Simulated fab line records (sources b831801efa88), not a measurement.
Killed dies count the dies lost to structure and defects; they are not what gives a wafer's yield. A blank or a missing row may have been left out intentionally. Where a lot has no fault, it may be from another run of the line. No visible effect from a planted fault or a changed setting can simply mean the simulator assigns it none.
A sampling plan put to the test ; flow sky130 ; one fab line, 9 faults that these records tell of, each judged on the records of the lots that it struck
The plan is the line's own looks: the steps of the route at which a gauge or an inspection reads the wafer and doesn't change it. A look can be judged if struck wafers have a number there and the file gives its usual mean and standard deviation on fault-free wafers. Caught: 4 or more of those standard deviations (sigma) separate the usual mean from the mean of the struck wafers at a look after the fault's first step. On the tool: the fault's steps, tested the same way using the tool's own readings. Also counted as caught: the struck wafers showing another recipe, or a record that is empty for them alone.

## THE FAULTS, as the simulator had put them in
1. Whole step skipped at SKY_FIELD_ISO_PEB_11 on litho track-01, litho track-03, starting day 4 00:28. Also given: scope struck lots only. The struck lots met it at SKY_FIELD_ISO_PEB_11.
2. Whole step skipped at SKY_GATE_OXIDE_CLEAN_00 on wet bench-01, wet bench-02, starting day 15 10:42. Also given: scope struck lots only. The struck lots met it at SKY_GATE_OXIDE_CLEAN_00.
3. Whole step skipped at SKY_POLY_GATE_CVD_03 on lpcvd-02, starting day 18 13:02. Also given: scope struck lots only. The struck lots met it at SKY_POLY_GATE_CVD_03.
4. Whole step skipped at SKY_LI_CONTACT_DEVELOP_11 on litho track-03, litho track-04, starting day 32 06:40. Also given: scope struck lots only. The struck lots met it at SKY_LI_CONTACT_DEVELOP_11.
5. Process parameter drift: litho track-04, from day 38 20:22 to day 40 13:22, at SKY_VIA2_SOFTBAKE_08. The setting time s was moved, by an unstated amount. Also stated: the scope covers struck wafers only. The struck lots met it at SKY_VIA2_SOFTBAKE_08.
6. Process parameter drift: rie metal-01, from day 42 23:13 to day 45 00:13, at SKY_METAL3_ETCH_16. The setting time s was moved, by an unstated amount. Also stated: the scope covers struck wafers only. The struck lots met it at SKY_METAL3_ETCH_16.
7. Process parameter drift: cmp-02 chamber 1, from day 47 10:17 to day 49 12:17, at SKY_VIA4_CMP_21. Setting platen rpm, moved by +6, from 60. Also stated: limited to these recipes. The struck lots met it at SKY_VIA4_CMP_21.
8. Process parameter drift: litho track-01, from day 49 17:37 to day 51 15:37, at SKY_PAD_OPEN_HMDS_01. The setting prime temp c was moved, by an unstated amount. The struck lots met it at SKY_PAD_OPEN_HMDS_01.
9. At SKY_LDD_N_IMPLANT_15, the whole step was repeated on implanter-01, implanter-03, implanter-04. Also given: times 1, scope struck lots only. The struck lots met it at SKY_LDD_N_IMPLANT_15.

## WHAT THE PLAN SAW
fault;on the tool itself;first look that catches it;reading, sigma;median hours from its first step to that look;hours from the fault's start to the first struck lot there;judged looks passed uncaught
1;no reading that can be judged;no look after it can be judged;-;-;-;0
2;the tool's record is blank for the struck wafers;not the one look that can be judged after it;-;-;-;1
3;the tool's record is blank for the struck wafers;no look after it can be judged;-;-;-;0
4;the tool's record is blank for the struck wafers;no look after it can be judged;-;-;-;0
5;run length s -94 sigma;no look after it can be judged;-;-;-;0
6;run length s -11 sigma;no look after it can be judged;-;-;-;0
7;platen rpm +99 or beyond sigma;no look after it can be judged;-;-;-;0
8;prime temp c -14 sigma;no look after it can be judged;-;-;-;0
9;under 2 sigma;not the one look that can be judged after it;-;-;-;1
A dash: this means the fault isn't caught or the number doesn't appear in these records.

Caught at a look: 0 of 9. Caught on the tool: 7 of 9. By one or the other: 7 of 9.
Caught on the tool alone: faults 2, 3, 4, 5, 6, 7, 8.
Caught by neither: faults 1, 9.
